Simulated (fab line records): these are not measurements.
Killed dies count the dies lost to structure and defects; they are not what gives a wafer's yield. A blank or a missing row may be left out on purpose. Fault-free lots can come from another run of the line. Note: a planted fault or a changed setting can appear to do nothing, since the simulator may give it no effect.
fab line records    flow gf180mcu
record lots=24  wafers=72  lastDay=34
route steps=602 shown V2@404 V4@502 M5@535 V5@558 TOP_METAL@583
lots that met no fault: from a run of the same line without faults
startH: hours from the record's opening day to when the first of the lot's shown wafers began    waitH: time in hours since the lot's previous step    " unchanged from the row above    L1.1+2: a single row standing in for several wafers    - no value, or no start given    * or withheld: withheld    < > ~ a bound
route shown NAME@n: names a module that has steps shown in the file, with the first one's number in the route    usual: the fault-free wafers' mean and standard deviation    same: alike in all rows    chamber/n: place in a boat    sites: the reading at each site    _std_site: their standard deviation    _edge_site: outer sites' mean less inner sites'    radiusMm: how far each site lies from the wafer's centre    mask NAME#n: copy n    behind: the last tool/chamber to shape the wafer    hold: what put the lot on hold/how long, in hours/how the hold closed    device: names the non-switching transistor (n, p or np)    end of line: tests of these same wafers at the route's end    for a step that has no rows: nothing shown but its recipe    killed: at the first sort, the dies lost to defects and structure; wafer yield is something else    map: per-die view of a wafer (x killed, . not killed, _ where there is no die)
set.NAME: the setting the step ran with; set.NAME@STEP: the setting that earlier step ran with    model.NAME: the simulator's own value behind a step, which no gauge read
steps of the route over a sample of lots; a table a step, a row a wafer
services: the hour from which a tool's chamber was out of use, counted from the record's first day as startH (under 0 if before that day), plus the number of hours and why
## steps
# step GF_V2_SPUTTER_22
# recipe material=TiN  targetThkNm=10  chamberPressurePa=5  powerW=4000  timeS=40
# usual cathodeDcPowerW=3999.9/0.8  throttleValvePct=29.5/1
lot.wafer  tool           chamber  startH  waitH  cathodeDcPowerW  throttleValvePct
L074.1     pvdSputter-04  -        460.88  0.0    3999.3           29.6
L074.2     "              -        "       "      3999.9           27.0
L074.3     "              -        "       "      4000.1           29.6
L075.2     pvdSputter-04  -        468.28  0.0    4000.1           29.7
L075.3     "              -        "       "      3999.8           29.7
L075.5     "              -        "       "      3999.2           29.6
L076.1     pvdSputter-02  -        475.49  0.0    3999.6           30.1
L076.2     "              -        "       "      3999.8           28.9
L076.4     "              -        "       "      3998.0           29.3
L077.2     pvdSputter-04  -        489.18  0.0    4001.3           29.8
L077.3     "              -        "       "      3998.7           29.8
L077.6     "              -        "       "      3999.2           30.0
L078.1     pvdSputter-01  -        496.43  0.0    3999.7           29.2
L078.3     "              -        "       "      4000.9           31.4
L078.6     "              -        "       "      3998.5           29.4
L079.3     pvdSputter-02  -        503.18  0.0    3999.9           30.2
L079.4     "              -        "       "      4001.0           28.8
L079.6     "              -        "       "      4001.0           29.3
L080.4     pvdSputter-01  -        517.63  0.0    4001.0           31.5
L080.5     "              -        "       "      4000.0           29.4
L080.6     "              -        "       "      4000.4           31.1
L081.2     pvdSputter-02  -        524.19  0.0    4000.5           29.1
L081.3     "              -        "       "      3999.4           28.8
L081.4     "              -        "       "      4000.1           29.9
L082.1     pvdSputter-02  -        530.43  0.0    4000.3           30.1
L082.4     "              -        "       "      4000.9           30.0
L082.6     "              -        "       "      3999.7           29.1
L083.1     pvdSputter-04  -        543.12  0.0    3999.9           29.5
L083.3     "              -        "       "      4000.9           26.9
L083.6     "              -        "       "      4001.0           29.6
L084.1     pvdSputter-04  -        548.63  0.0    4000.0           26.9
L084.3     "              -        "       "      3998.9           29.9
L084.4     "              -        "       "      4000.1           29.8
L085.2     pvdSputter-02  -        559.14  0.0    4000.0           29.8
L085.3     "              -        "       "      4000.4           29.3
L085.6     "              -        "       "      4001.3           30.2
L086.1     pvdSputter-02  -        561.72  0.0    3999.7           29.0
L086.3     "              -        "       "      3999.9           30.1
L086.6     "              -        "       "      3999.8           29.0
L087.2     pvdSputter-04  -        581.04  0.0    3999.2           29.5
L087.4     "              -        "       "      3998.8           29.7
L087.6     "              -        "       "      4001.3           29.7
L088.2     pvdSputter-04  -        584.27  0.0    4000.8           30.1
L088.4     "              -        "       "      4001.0           30.0
L088.5     "              -        "       "      4000.8           29.9
L089.1     pvdSputter-02  -        592.39  0.0    4001.1           29.1
L089.3     "              -        "       "      3999.6           28.8
L089.6     "              -        "       "      4000.0           30.0
L090.2     pvdSputter-02  -        600.94  0.0    4000.2           29.9
L090.3     "              -        "       "      3999.6           28.9
L090.5     "              -        "       "      3999.7           29.0
L091.1     pvdSputter-01  -        605.89  0.0    4001.1           31.6
L091.4     "              -        "       "      3999.7           29.3
L091.5     "              -        "       "      3999.7           31.0
L092.1     pvdSputter-04  -        614.64  0.0    3999.3           27.0
L092.2     "              -        "       "      3999.5           30.0
L092.3     "              -        "       "      3999.6           29.8
L093.2     pvdSputter-01  -        622.66  0.0    4000.6           30.8
L093.4     "              -        "       "      4000.5           31.5
L093.5     "              -        "       "      3999.7           29.3
L094.2     pvdSputter-04  -        633.03  0.0    4000.5           29.8
L094.3     "              -        "       "      3999.6           29.7
L094.5     "              -        "       "      4000.8           29.7
L095.1     pvdSputter-02  -        637.78  0.0    4000.5           30.0
L095.3     "              -        "       "      4000.0           28.8
L095.6     "              -        "       "      3998.3           30.2
L096.1     pvdSputter-02  -        642.70  0.0    3999.4           29.9
L096.4     "              -        "       "      3998.4           28.5
L096.6     "              -        "       "      4000.9           28.9
L097.4     pvdSputter-01  -        645.51  0.0    4000.8           29.1
L097.5     "              -        "       "      3999.8           31.7
L097.6     "              -        "       "      4000.6           29.5
# step GF_V4_CMP_26
# recipe stopOn=SiO2  downForcePsi=3.5  platenRpm=60  tOverpolishS=15  targetThkNm=0  padVelocityMS=0.94248
# usual motorCurrentA=10.7/1.1  overpolishRunS=15.000/0.0093  timeToEndpointS=85.9/2.4
# same tOverpolishS=15
lot.wafer  tool    chamber  startH  waitH  motorCurrentA  overpolishRunS  timeToEndpointS
L074.1     cmp-01  2        560.42  0.1    11.3           14.991          83.9
L074.2     "       0        "       "      10.8           15.007          82.8
L074.3     "       1        "       "      11.1           15.013          85.8
L075.2     cmp-02  1        569.94  0.1    9.6            15.009          86.7
L075.3     "       3        "       "      10.7           15.001          87.8
L075.5     "       0        "       "      9.7            15.021          89.1
L076.1     cmp-01  2        574.67  0.1    10.6           14.998          86.7
L076.4     "       0        "       "      11.4           14.995          88.1
L076.2     "       1        "       "      10.7           14.988          84.5
L077.2     cmp-02  1        588.32  0.0    9.5            15.002          82.5
L077.3     "       0        "       "      10.1           14.993          83.9
L077.6     "       2        "       "      12.6           14.982          79.8
L078.1     cmp-01  3        594.79  0.1    9.9            15.001          87.5
L078.3     "       2        "       "      10.6           14.993          84.0
L078.6     "       0        "       "      10.9           15.002          87.7
L079.4     cmp-02  0        600.86  0.0    9.9            14.978          87.6
L079.3     "       3        "       "      11.0           14.996          85.5
L079.6     "       0        "       "      9.9            14.986          83.8
L080.4     cmp-01  3        613.22  0.1    9.9            14.992          86.0
L080.6     "       2        "       "      10.4           15.015          89.2
L080.5     "       3        "       "      9.6            14.996          88.5
L081.3     cmp-01  1        619.95  0.0    11.2           15.001          89.7
L081.2     "       3        "       "      9.3            15.017          87.8
L081.4     "       0        "       "      11.1           14.999          91.3
L082.4     cmp-02  0        624.34  0.1    9.9            14.996          81.7
L082.1     "       1        "       "      9.8            15.003          81.4
L082.6     "       3        "       "      10.9           15.007          81.9
L083.1     cmp-01  0        635.70  0.1    11.3           15.000          86.2
L083.3     "       1        "       "      10.8           14.999          83.6
L083.6     "       3        "       "      9.3            15.001          84.2
L084.4     cmp-02  2        640.81  0.0    12.8           14.996          83.7
L084.3     "       0        "       "      10.2           14.988          88.3
L084.1     "       1        "       "      9.6            15.002          89.2
L085.2     cmp-01  3        649.36  0.1    9.5            15.003          89.7
L085.3     "       0        "       "      10.5           15.009          87.1
L085.6     "       3        "       "      9.3            14.994          86.5
L086.1     cmp-02  0        653.31  0.1    9.8            15.017          88.6
L086.3     "       3        "       "      10.8           15.007          84.4
L086.6     "       1        "       "      9.5            14.991          87.6
L087.4     cmp-02  0        669.06  0.1    9.9            14.998          87.6
L087.2     "       2        "       "      12.7           15.014          83.1
L087.6     "       0        "       "      9.6            14.982          88.9
L088.2     cmp-02  2        671.89  0.1    13.0           15.008          88.0
L088.4     "       0        "       "      9.8            14.986          87.1
L088.5     "       2        "       "      12.7           14.995          86.0
L089.1     cmp-02  2        679.25  0.1    12.8           14.997          83.1
L089.3     "       0        "       "      9.7            14.988          87.0
L089.6     "       3        "       "      11.0           15.010          85.8
L090.2     cmp-02  1        686.50  0.0    9.7            15.005          84.7
L090.3     "       3        "       "      11.2           14.999          87.8
L090.5     "       1        "       "      8.5            14.999          87.4
L091.4     cmp-02  0        690.74  0.0    9.1            15.026          86.0
L091.1     "       3        "       "      10.5           15.015          87.4
L091.5     "       0        "       "      9.7            14.988          84.4
L092.3     cmp-02  3        698.75  0.0    11.5           15.011          86.2
L092.1     "       0        "       "      9.9            14.994          91.8
L092.2     "       2        "       "      12.3           15.021          85.7
L093.4     cmp-02  1        705.10  0.0    9.4            15.002          88.4
L093.2     "       3        "       "      11.1           15.004          84.6
L093.5     "       1        "       "      9.4            15.011          85.1
L094.3     cmp-02  3        713.46  0.1    11.0           15.010          84.9
L094.2     "       1        "       "      9.1            14.994          85.2
L094.5     "       3        "       "      10.9           15.003          84.2
L095.3     cmp-01  1        718.89  0.1    10.5           15.012          83.6
L095.1     "       2        "       "      10.8           14.998          83.7
L095.6     "       1        "       "      10.8           14.991          86.6
L096.1     cmp-01  0        723.34  0.3    11.8           14.996          84.3
L096.4     "       1        "       "      11.1           15.000          84.9
L096.6     "       2        "       "      11.4           14.998          85.6
L097.4     cmp-01  0        727.34  0.2    10.2           15.011          89.4
L097.6     "       1        "       "      10.3           14.990          88.3
L097.5     "       2        "       "      11.4           15.008          87.1
# step GF_M5_ETCH_09
# recipe chemistry=CF4/O2  target=Si3N4  targetDepthNm=52  sourceW=800  biasW=150  pressureMtorr=150  cf4FlowSccm=80  O2_flow_sccm=10  timeS=11.6
# usual drypumpMotorCurrentA=5.6/0.38  oesProductAu=0.999/0.0084  rfFwdPowerW=785/5.1  throttleValvePct=5.971/0.0094
lot.wafer  tool        chamber  startH  waitH  drypumpMotorCurrentA  oesProductAu  rfFwdPowerW  rfHoursCounterH  throttleValvePct
L074.1     rieDiel-02  2        604.75  0.0    5.9                   1.003         782          1                5.964
L074.2     "           0        "       "      5.7                   0.993         794          12               5.976
L074.3     "           3        "       "      5.5                   1.004         784          45               5.968
L075.2     rieDiel-01  3        614.10  0.0    5.8                   0.998         777          8                5.973
L075.3     "           1        "       "      5.2                   0.988         785          31               5.976
L075.5     "           0        "       "      5.7                   0.998         784          -                5.987
L076.1     rieDiel-01  2        618.81  0.0    4.8                   0.983         792          9                5.971
L076.2     "           3        "       "      5.8                   0.994         785          8                5.962
L076.4     "           0        "       "      5.7                   0.995         782          12               5.971
L077.2     rieDiel-01  0        631.40  0.0    5.7                   1.016         780          12               5.975
L077.3     "           2        "       "      4.8                   1.003         787          10               5.979
L077.6     "           1        "       "      5.2                   0.994         787          -                5.976
L078.1     rieDiel-03  2        636.81  0.0    5.6                   1.007         789          18               5.984
L078.3     "           1        "       "      5.7                   1.001         780          11               5.970
L078.6     "           1        "       "      5.7                   1.008         779          -                5.987
L079.3     rieDiel-03  3        642.40  0.0    5.7                   0.993         790          17               5.961
L079.4     "           2        "       "      5.6                   1.006         784          18               5.990
L079.6     "           3        "       "      5.6                   0.991         786          -                5.969
L080.4     rieDiel-02  0        653.75  0.0    5.7                   0.985         789          14               5.966
L080.5     "           1        "       "      6.3                   1.003         788          -                5.984
L080.6     "           2        "       "      5.9                   1.007         785          -                5.972
L081.2     rieDiel-01  0        660.90  0.0    5.7                   1.011         784          13               5.976
L081.3     "           2        "       "      4.8                   0.994         789          11               5.962
L081.4     "           0        "       "      5.7                   1.023         785          -                5.997
L082.1     rieDiel-02  0        665.85  0.0    5.7                   0.994         791          14               5.964
L082.4     "           1        "       "      6.3                   0.994         792          56               5.967
L082.6     "           0        "       "      5.7                   0.992         794          -                5.970
L083.1     rieDiel-02  3        676.50  0.0    5.5                   1.010         785          48               5.964
L083.3     "           0        "       "      5.7                   0.984         795          15               5.977
L083.6     "           0        "       "      5.7                   1.003         789          -                5.969
L084.1     rieDiel-01  3        681.10  0.0    5.8                   1.004         779          10               5.977
L084.3     "           2        "       "      4.8                   1.000         794          12               5.946
L084.4     "           0        "       "      5.7                   1.022         779          14               5.960
L085.2     rieDiel-01  2        688.70  0.0    4.8                   0.993         792          12               5.978
L085.3     "           3        "       "      5.8                   0.998         782          10               5.973
L085.6     "           1        "       "      5.2                   0.991         790          -                5.966
L086.1     rieDiel-02  3        692.35  0.0    5.6                   0.994         785          48               5.969
L086.3     "           0        "       "      5.7                   0.997         792          15               5.976
L086.6     "           0        "       "      5.7                   0.990         793          -                5.971
L087.2     rieDiel-03  3        705.66  0.0    5.7                   1.000         791          19               5.965
L087.4     "           1        "       "      5.7                   0.999         783          14               5.980
L087.6     "           1        "       "      5.7                   1.007         782          -                5.973
L088.2     rieDiel-01  1        708.20  0.0    5.2                   1.007         785          34               5.971
L088.4     "           0        "       "      5.7                   1.009         781          15               5.972
L088.5     "           3        "       "      5.8                   1.001         781          -                5.965
L089.1     rieDiel-03  3        714.51  0.0    5.6                   1.003         788          19               5.961
L089.3     "           0        "       "      5.8                   0.993         780          18               5.952
L089.6     "           0        "       "      5.8                   0.996         778          -                5.977
L090.2     rieDiel-01  0        727.70  0.0    5.7                   1.006         786          16               5.980
L090.3     "           3        "       "      5.8                   0.998         780          11               5.951
L090.5     "           2        "       "      4.8                   1.010         796          -                5.983
L091.1     rieDiel-01  0        728.51  0.0    5.7                   1.007         779          16               5.976
L091.4     "           1        "       "      5.2                   0.993         790          35               5.970
L091.5     "           3        "       "      5.8                   1.002         780          -                5.975
L092.1     rieDiel-03  1        733.65  0.0    5.7                   0.997         784          15               5.972
L092.2     "           0        "       "      5.8                   1.002         779          19               5.977
L092.3     "           2        "       "      5.6                   1.016         785          21               5.977
L093.2     rieDiel-01  3        740.36  0.0    5.8                   0.995         780          12               5.965
L093.4     "           1        "       "      5.3                   0.994         784          -                5.961
L093.5     "           3        "       "      5.8                   1.004         780          -                5.974
L094.2     rieDiel-01  1        748.70  0.0    5.3                   1.001         786          36               5.971
L094.3     "           3        "       "      5.8                   0.994         777          12               5.956
L094.5     "           3        "       "      5.8                   1.002         776          -                5.981
L095.1     rieDiel-02  3        752.51  0.0    5.5                   0.988         786          52               5.979
L095.3     "           2        "       "      5.9                   0.996         789          7                5.956
L095.6     "           1        "       "      6.3                   0.983         798          -                5.964
L096.1     rieDiel-02  3        758.85  0.0    5.6                   1.005         781          52               5.972
L096.4     "           1        "       "      6.4                   0.998         797          1                5.978
L096.6     "           0        "       "      5.7                   1.001         788          -                5.974
L097.4     rieDiel-01  0        761.65  0.0    5.7                   0.993         783          18               5.986
L097.5     "           3        "       "      5.8                   0.991         781          -                5.957
L097.6     "           0        "       "      5.7                   0.995         779          -                5.968
# step GF_V5_STRIP_18
# recipe chemistry=O2/N2  powerW=1400  pressureMtorr=1500  platenTempC=250  o2FlowSccm=3000  n2FlowSccm=300  overashFraction=0.5
# usual drypumpMotorCurrentA=5.7/0.35  heaterPowerW=331/37  oesProductAu=0.568/0.0051
lot.wafer  tool            chamber  startH  waitH  drypumpMotorCurrentA  heaterPowerW  oesProductAu  rfHoursCounterH
L074.1     plasmaAsher-03  0        627.51  -      6.5                   317           0.576         19
L074.2     "               1        "       "      5.9                   338           0.566         19
L074.3     "               1        "       "      5.9                   338           0.571         -
L075.2     plasmaAsher-03  0        636.26  -      6.5                   320           0.572         20
L075.3     "               0        "       "      6.5                   316           0.572         -
L075.5     "               1        "       "      5.9                   337           0.561         -
L076.1     plasmaAsher-04  1        640.55  -      5.4                   277           0.571         85
L076.2     "               0        "       "      5.6                   355           0.563         85
L076.4     "               0        "       "      5.6                   364           0.578         -
L077.2     plasmaAsher-02  1        652.76  -      5.8                   374           0.565         54
L077.3     "               1        "       "      5.8                   381           0.571         -
L077.6     "               0        "       "      5.4                   300           0.564         -
L078.1     plasmaAsher-04  1        658.16  -      5.4                   284           0.571         87
L078.3     "               0        "       "      5.6                   371           0.565         -
L078.6     "               0        "       "      5.6                   371           0.567         -
L079.3     plasmaAsher-02  0        663.29  -      5.4                   294           0.569         -
L079.4     "               1        "       "      5.9                   369           0.577         -
L079.6     "               1        "       "      5.9                   379           0.567         -
L080.4     plasmaAsher-04  0        674.84  -      5.6                   360           0.566         -
L080.5     "               1        "       "      5.4                   278           0.567         -
L080.6     "               0        "       "      5.6                   370           0.565         -
L081.2     plasmaAsher-04  0        681.94  -      5.5                   365           0.564         90
L081.3     "               1        "       "      5.4                   284           0.570         -
L081.4     "               0        "       "      5.6                   365           0.562         -
L082.1     plasmaAsher-04  1        686.85  -      5.4                   284           0.575         91
L082.4     "               1        "       "      5.5                   279           0.568         -
L082.6     "               1        "       "      5.5                   287           0.572         -
L083.1     plasmaAsher-03  1        696.76  -      5.9                   345           0.572         27
L083.3     "               1        "       "      5.9                   337           0.567         -
L083.6     "               0        "       "      6.5                   318           0.577         -
L084.1     plasmaAsher-02  1        701.50  -      5.8                   379           0.564         60
L084.3     "               1        "       "      5.8                   383           0.568         -
L084.4     "               0        "       "      5.4                   297           0.573         -
L085.2     plasmaAsher-03  1        708.15  -      5.9                   345           0.558         28
L085.3     "               1        "       "      5.9                   343           0.567         -
L085.6     "               0        "       "      6.5                   309           0.560         -
L086.1     plasmaAsher-03  1        711.21  -      5.9                   345           0.562         28
L086.3     "               1        "       "      5.9                   340           0.569         -
L086.6     "               1        "       "      5.9                   337           0.562         -
L087.2     plasmaAsher-02  1        724.35  -      5.8                   380           0.570         62
L087.4     "               0        "       "      5.4                   302           0.560         -
L087.6     "               1        "       "      5.8                   384           0.563         -
L088.2     plasmaAsher-04  1        727.53  -      5.4                   287           0.568         95
L088.4     "               1        "       "      5.4                   279           0.563         -
L088.5     "               1        "       "      5.5                   289           0.567         -
L089.1     plasmaAsher-04  0        734.15  -      5.6                   361           0.566         96
L089.3     "               1        "       "      5.4                   284           0.573         -
L089.6     "               1        "       "      5.4                   288           0.559         -
L090.2     plasmaAsher-02  0        746.35  -      5.4                   294           0.572         65
L090.3     "               0        "       "      5.4                   293           0.567         -
L090.5     "               0        "       "      5.4                   294           0.566         -
L091.1     plasmaAsher-02  0        747.75  -      5.4                   298           0.578         65
L091.4     "               0        "       "      5.4                   296           0.572         -
L091.5     "               0        "       "      5.4                   299           0.569         -
L092.1     plasmaAsher-02  1        752.40  -      5.8                   382           0.560         66
L092.2     "               0        "       "      5.4                   297           0.572         66
L092.3     "               1        "       "      5.8                   387           0.573         -
L093.2     plasmaAsher-04  0        759.13  -      5.6                   368           0.563         98
L093.4     "               1        "       "      5.5                   284           0.566         -
L093.5     "               1        "       "      5.5                   280           0.563         -
L094.2     plasmaAsher-03  1        766.66  -      5.9                   349           0.573         34
L094.3     "               0        "       "      6.5                   314           0.571         -
L094.5     "               1        "       "      5.9                   344           0.563         -
L095.1     plasmaAsher-02  1        770.65  -      5.8                   385           0.571         68
L095.3     "               0        "       "      5.4                   296           0.568         -
L095.6     "               0        "       "      5.4                   296           0.561         -
L096.1     plasmaAsher-02  1        775.76  -      5.8                   387           0.566         68
L096.4     "               0        "       "      5.4                   288           0.570         -
L096.6     "               0        "       "      5.4                   294           0.573         -
L097.4     plasmaAsher-02  1        778.39  -      5.9                   381           0.574         -
L097.5     "               1        "       "      5.9                   385           0.559         -
L097.6     "               0        "       "      5.4                   303           0.571         -
# step GF_V5_RS_MEAS_24
# recipe thkMeasGauge=four-point-probe  reads=W_of_V5_CVD_23+TiN_of_V5_SPUTTER_22+Ti_of_V5_SPUTTER_21
# usual V5_W_RS=0.327/0.0053
lot.wafer  tool          chamber  startH  waitH  V5_W_RS[ohm/sq]
L074.1     filmMetro-04  -        628.35  0.1    0.327
L074.2     "             -        "       "      0.331
L074.3     "             -        "       "      0.329
L075.2     filmMetro-03  -        637.02  0.1    0.331
L075.3     "             -        "       "      0.328
L075.5     "             -        "       "      0.328
L076.1     filmMetro-04  -        641.31  0.1    0.324
L076.2     "             -        "       "      0.326
L076.4     "             -        "       "      0.326
L077.2     filmMetro-04  -        653.52  0.1    0.331
L077.3     "             -        "       "      0.332
L077.6     "             -        "       "      0.328
L078.1     filmMetro-03  -        658.90  0.1    0.328
L078.3     "             -        "       "      0.329
L078.6     "             -        "       "      0.326
L079.3     filmMetro-01  -        664.04  0.1    0.329
L079.4     "             -        "       "      0.324
L079.6     "             -        "       "      0.325
L080.4     filmMetro-04  -        675.61  0.1    0.331
L080.5     "             -        "       "      0.326
L080.6     "             -        "       "      0.329
L081.2     filmMetro-01  -        682.70  0.1    0.327
L081.3     "             -        "       "      0.332
L081.4     "             -        "       "      0.327
L082.1     filmMetro-04  -        687.67  0.1    0.322
L082.4     "             -        "       "      0.324
L082.6     "             -        "       "      0.322
L083.1     filmMetro-01  -        697.50  0.1    0.328
L083.3     "             -        "       "      0.328
L083.6     "             -        "       "      0.328
L084.1     filmMetro-01  -        702.25  0.1    0.329
L084.3     "             -        "       "      0.325
L084.4     "             -        "       "      0.323
L085.2     filmMetro-03  -        708.95  0.1    0.329
L085.3     "             -        "       "      0.330
L085.6     "             -        "       "      0.328
L086.1     filmMetro-03  -        711.99  0.1    0.336
L086.3     "             -        "       "      0.337
L086.6     "             -        "       "      0.336
L087.2     filmMetro-04  -        725.15  0.1    0.328
L087.4     "             -        "       "      0.328
L087.6     "             -        "       "      0.328
L088.2     filmMetro-03  -        728.33  0.1    0.329
L088.4     "             -        "       "      0.334
L088.5     "             -        "       "      0.334
L089.1     filmMetro-04  -        734.90  0.1    0.321
L089.3     "             -        "       "      0.325
L089.6     "             -        "       "      0.321
L090.2     filmMetro-03  -        747.13  0.1    0.314
L090.3     "             -        "       "      0.313
L090.5     "             -        "       "      0.327
L091.1     filmMetro-01  -        748.51  0.1    0.326
L091.4     "             -        "       "      0.310
L091.5     "             -        "       "      0.322
L092.1     filmMetro-04  -        753.15  0.1    0.327
L092.2     "             -        "       "      0.328
L092.3     "             -        "       "      0.327
L093.2     filmMetro-04  -        759.92  0.1    0.334
L093.4     "             -        "       "      0.334
L093.5     "             -        "       "      0.330
L094.2     filmMetro-01  -        767.45  0.1    0.332
L094.3     "             -        "       "      0.331
L094.5     "             -        "       "      0.329
L095.1     filmMetro-01  -        771.51  0.2    0.323
L095.3     "             -        "       "      0.325
L095.6     "             -        "       "      0.327
L096.1     filmMetro-01  -        776.50  0.1    0.314
L096.4     "             -        "       "      0.312
L096.6     "             -        "       "      0.316
L097.4     filmMetro-01  -        779.16  0.1    0.331
L097.5     "             -        "       "      0.322
L097.6     "             -        "       "      0.332
# step GF_TOP_METAL_METAL_ETCH_16
# recipe chemistry=Cl2/BCl3  maskMaterial=NOVOLAK  targetDepthNm=1197  stopOn=SiO2  pressureMtorr=8  icpW=800  biasW=140  Cl2_flow_sccm=80  bcl3FlowSccm=40  timeS=199.5
# usual drypumpMotorCurrentA=5.6/0.31  oesProductAu=0.989/0.0057  rfFwdPowerW=796.5/2.3  throttleValvePct=28.230/0.01
lot.wafer  tool         chamber  startH  waitH  drypumpMotorCurrentA  oesProductAu  rfFwdPowerW  rfHoursCounterH  throttleValvePct
L074.1     rieMetal-01  1        648.85  0.0    5.6                   0.992         801.2        3.1              28.232
L074.2     "            0        "       "      5.3                   0.989         797.5        7.4              28.224
L074.3     "            1        "       "      5.6                   0.992         795.7        -                28.228
L075.2     rieMetal-03  0        657.06  0.0    5.4                   0.987         800.1        3.8              28.224
L075.3     "            1        "       "      5.5                   0.993         798.4        -                28.212
L075.5     "            1        "       "      5.5                   0.987         797.4        -                28.231
L076.1     rieMetal-04  0        661.90  0.0    6.3                   0.990         796.0        5.3              28.229
L076.2     "            1        "       "      5.3                   0.986         790.5        3.3              28.225
L076.4     "            1        "       "      5.3                   0.976         794.4        -                28.244
L077.2     rieMetal-01  1        673.31  0.0    5.7                   0.991         796.1        4.0              28.233
L077.3     "            0        "       "      5.4                   0.995         797.4        -                28.226
L077.6     "            1        "       "      5.6                   0.986         793.2        -                28.230
L078.1     rieMetal-01  1        679.02  0.0    5.6                   0.986         795.5        4.2              28.236
L078.3     "            1        "       "      5.6                   0.983         795.4        -                28.233
L078.6     "            1        "       "      5.6                   0.999         800.0        -                28.226
L079.3     rieMetal-04  1        683.57  0.1    5.3                   0.990         796.1        -                28.227
L079.4     "            0        "       "      6.3                   0.991         801.6        -                28.227
L079.6     "            1        "       "      5.3                   0.983         795.7        -                28.243
L080.4     rieMetal-03  1        695.67  0.1    5.5                   0.988         791.6        -                28.227
L080.5     "            1        "       "      5.5                   0.987         796.2        -                28.241
L080.6     "            0        "       "      5.4                   0.993         800.3        -                28.215
L081.2     rieMetal-03  1        706.70  0.0    5.5                   0.995         796.0        2.8              28.228
L081.3     "            1        "       "      5.5                   0.987         796.8        -                28.241
L081.4     "            0        "       "      5.4                   0.988         794.1        -                28.242
L082.1     rieMetal-01  0        707.16  0.0    5.4                   0.992         796.4        9.9              28.221
L082.4     "            0        "       "      5.4                   0.983         796.8        -                28.232
L082.6     "            1        "       "      5.6                   0.989         794.7        -                28.233
L083.1     rieMetal-01  0        713.95  0.0    5.4                   0.990         795.1        10.4             28.214
L083.3     "            1        "       "      5.6                   0.986         796.3        -                28.244
L083.6     "            0        "       "      5.4                   1.002         794.8        -                28.236
L084.1     rieMetal-04  0        720.30  0.0    6.3                   0.983         796.5        7.4              28.251
L084.3     "            0        "       "      6.4                   0.988         796.5        -                28.236
L084.4     "            1        "       "      5.3                   0.983         794.8        -                28.239
L085.2     rieMetal-04  0        727.63  0.0    6.3                   0.986         797.6        7.7              28.244
L085.3     "            1        "       "      5.3                   0.985         796.3        -                28.237
L085.6     "            0        "       "      6.3                   0.987         796.5        -                28.213
L086.1     rieMetal-03  1        730.20  0.0    5.5                   0.985         796.0        4.1              28.214
L086.3     "            0        "       "      5.4                   0.995         797.7        -                28.220
L086.6     "            0        "       "      5.4                   0.985         795.5        -                28.226
L087.2     rieMetal-01  0        743.10  0.0    5.4                   0.981         796.8        11.8             28.234
L087.4     "            0        "       "      5.3                   0.991         797.5        -                28.215
L087.6     "            1        "       "      5.6                   0.995         797.9        -                28.213
L088.2     rieMetal-01  0        746.35  0.0    5.4                   0.993         794.6        12.0             28.233
L088.4     "            0        "       "      5.4                   1.002         795.5        -                28.220
L088.5     "            0        "       "      5.4                   0.991         795.7        -                28.219
L089.1     rieMetal-01  0        751.90  0.0    5.4                   0.985         795.2        12.4             28.227
L089.3     "            0        "       "      5.4                   0.993         793.3        -                28.222
L089.6     "            1        "       "      5.6                   0.992         793.0        -                28.214
L090.2     rieMetal-03  1        764.95  0.0    5.5                   0.988         798.9        5.6              28.220
L090.3     "            1        "       "      5.5                   0.983         796.5        -                28.228
L090.5     "            1        "       "      5.5                   0.990         795.0        -                28.242
L091.1     rieMetal-03  0        765.40  0.0    5.5                   0.995         799.0        8.9              28.253
L091.4     "            0        "       "      5.5                   0.996         794.2        -                28.249
L091.5     "            1        "       "      5.5                   0.990         796.6        -                28.232
L092.1     rieMetal-01  1        770.20  0.0    5.6                   0.995         798.8        8.9              28.229
L092.2     "            0        "       "      5.4                   0.993         794.7        13.2             28.234
L092.3     "            1        "       "      5.6                   0.986         800.2        -                28.221
L093.2     rieMetal-01  0        776.15  0.0    5.4                   0.998         794.5        13.5             28.225
L093.4     "            0        "       "      5.4                   0.994         802.2        -                28.214
L093.5     "            0        "       "      5.4                   0.994         796.6        -                28.227
L094.2     rieMetal-04  1        783.65  0.0    5.3                   0.980         792.3        7.9              28.241
L094.3     "            1        "       "      5.3                   0.977         797.5        -                28.241
L094.5     "            1        "       "      5.3                   0.976         795.9        -                28.235
L095.1     rieMetal-03  1        788.35  0.0    5.5                   0.991         797.3        7.2              28.237
L095.3     "            0        "       "      5.5                   0.989         798.2        -                28.229
L095.6     "            1        "       "      5.5                   0.990         799.3        -                28.217
L096.1     rieMetal-03  0        792.70  0.0    5.4                   0.989         793.9        10.6             28.225
L096.4     "            0        "       "      5.4                   0.978         793.2        -                28.235
L096.6     "            0        "       "      5.4                   0.990         796.3        -                28.233
L097.4     rieMetal-04  1        794.91  0.1    5.3                   0.989         794.8        -                28.220
L097.5     "            0        "       "      6.3                   0.996         798.5        -                28.232
L097.6     "            1        "       "      5.4                   0.978         795.9        -                28.247
## services
tool           chamber  startH  hours  kind
cmp-01         -        457.03  3.8    repair
rieDiel-01     1        458.00  4.1    repair
cmp-01         -        460.08  2.5    repair
pvdSputter-02  -        467.18  2.4    repair
cmp-01         -        467.97  3.7    pm
pvdSputter-02  -        478.89  2.5    repair
cmp-02         -        479.68  0.5    repair
cmp-02         -        488.59  1.2    repair
pvdSputter-02  -        497.58  1.7    repair
cmp-01         -        503.66  0.5    repair
pvdSputter-02  -        507.31  0.8    repair
rieDiel-01     2        535.01  10.0   repair
rieDiel-01     3        560.29  1.7    repair
cmp-02         -        574.07  4.0    pm
pvdSputter-02  -        575.43  9.0    repair
cmp-02         -        611.19  5.1    pm
cmp-01         -        626.94  1.5    repair
rieDiel-01     -        631.01  0.3    repair
rieDiel-01     3        658.17  11.6   repair
rieDiel-01     -        659.95  0.9    repair
rieDiel-01     -        666.38  0.5    repair
cmp-02         -        717.55  19.6   pm
rieDiel-01     2        738.34  14.5   repair
cmp-02         -        788.03  0.3    repair
## key
fault none
